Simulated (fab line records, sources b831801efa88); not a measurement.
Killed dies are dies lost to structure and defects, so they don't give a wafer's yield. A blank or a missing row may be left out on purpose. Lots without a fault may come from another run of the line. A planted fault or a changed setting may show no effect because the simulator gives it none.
Tool commonality check | flow gf180mcu | 13 lots, 45 wafers sampled

WHY IT WAS OPENED
At GF_PSD_RS_MEAS_14 the reading NSD_RS is flagged on 2 of 13 lots. Wafers without a fault read 46.18 ohm/sq, standard deviation 0.072.
Rule: a lot is flagged when every wafer of it that has a number lies more than 4 standard deviations from that mean, or none has a number. The other lots count as sound.

lot  | measured     | on            | NSD_RS (ohm/sq), wafer by wafer     | flag
L196 | day 14 04:59 | film_metro-03 | 46.29 46.26 46.25                   |
L197 | day 14 13:14 | film_metro-03 | 46.09 46.17 46.12                   |
L198 | day 14 15:44 | film_metro-03 | 46.20 46.22 46.30                   |
L199 | day 15 05:04 | film_metro-04 | 46.15 46.23 46.20                   |
L200 | day 15 11:59 | film_metro-04 | 46.20 46.14 46.23                   |
L201 | day 15 21:53 | film_metro-03 | 46.26 46.14 46.13                   |
L202 | day 16 11:50 | film_metro-03 | 46.14 46.20 46.10                   |
L207 | day 18 01:59 | film_metro-04 | 43.03 43.07 43.07 42.95 43.04 42.94 | FLAGGED
L208 | day 18 12:17 | film_metro-03 | 42.96 42.90 43.02 43.03 42.93 43.04 | FLAGGED
L210 | day 19 04:11 | film_metro-02 | 46.03 46.10 46.06                   |
L216 | day 20 20:39 | film_metro-02 | 46.35 46.45 46.32                   |
L218 | day 21 15:37 | film_metro-03 | 46.12 46.09 46.15                   |
L219 | day 21 20:21 | film_metro-04 | 46.18 46.24 46.12                   |
The numbers of the flagged lots are 43.00 ohm/sq on average: -3.18 ohm/sq against the usual, or -44 standard deviations.

WHICH TOOL RAN EACH LOT
The record holds 1 process step before the reading, out of a route of 602 steps. In each cell: the tool, then ch and the chambers that the sampled wafers went through, then the start.
lot  | flag    | GF_PSD_RTA_13
L196 |         | rtp_anneal-02 ch 0, day 14 04:54
L197 |         | rtp_anneal-01 ch 0, day 14 13:09
L198 |         | rtp_anneal-01 ch 0, day 14 15:38
L199 |         | rtp_anneal-01 ch 0, day 15 04:59
L200 |         | rtp_anneal-01 ch 0, day 15 11:54
L201 |         | rtp_anneal-02 ch 0, day 15 21:48
L202 |         | rtp_anneal-02 ch 0, day 16 11:44
L207 | FLAGGED | rtp_anneal-02 ch 0, day 18 01:53
L208 | FLAGGED | rtp_anneal-02 ch 0, day 18 12:12
L210 |         | rtp_anneal-01 ch 0, day 19 04:06
L216 |         | rtp_anneal-01 ch 0, day 20 20:34
L218 |         | rtp_anneal-01 ch 0, day 21 15:32
L219 |         | rtp_anneal-02 ch 0, day 21 20:15
What these steps do:
- GF_PSD_RTA_13: time 20 s.
- GF_PSD_RS_MEAS_14: measures by four-point-probe.

FLAGGED OVER TOTAL, TOOL BY TOOL (the gauges that took the reading come last)
step              | tool          | lots run | flagged | share of the flagged lots | sound lots run after its first flagged lot
GF_PSD_RTA_13     | rtp_anneal-01 | 7        | 0       | none                      | -
GF_PSD_RTA_13     | rtp_anneal-02 | 6        | 2       | all                       | 1 (L219)
GF_PSD_RS_MEAS_14 | film_metro-02 | 2        | 0       | none                      | -
GF_PSD_RS_MEAS_14 | film_metro-03 | 7        | 1       | some                      | 1 (L218)
GF_PSD_RS_MEAS_14 | film_metro-04 | 4        | 1       | some                      | 1 (L219)

WHAT THE TABLE ALLOWS
1 row of the table ran every flagged lot: rtp_anneal-02 at GF_PSD_RTA_13.
- rtp_anneal-02 at GF_PSD_RTA_13: 2 of its 6 lots flagged. Sound lots ran on it after the first flagged one (L219), which a lasting fault on the whole tool wouldn't allow. Its own readings lie more than 4 standard deviations out on every wafer of the flagged lots: run_length_s.
No row of the table ran every flagged lot and no sound lot after the first.

WHAT THE SIMULATOR HAD PUT IN
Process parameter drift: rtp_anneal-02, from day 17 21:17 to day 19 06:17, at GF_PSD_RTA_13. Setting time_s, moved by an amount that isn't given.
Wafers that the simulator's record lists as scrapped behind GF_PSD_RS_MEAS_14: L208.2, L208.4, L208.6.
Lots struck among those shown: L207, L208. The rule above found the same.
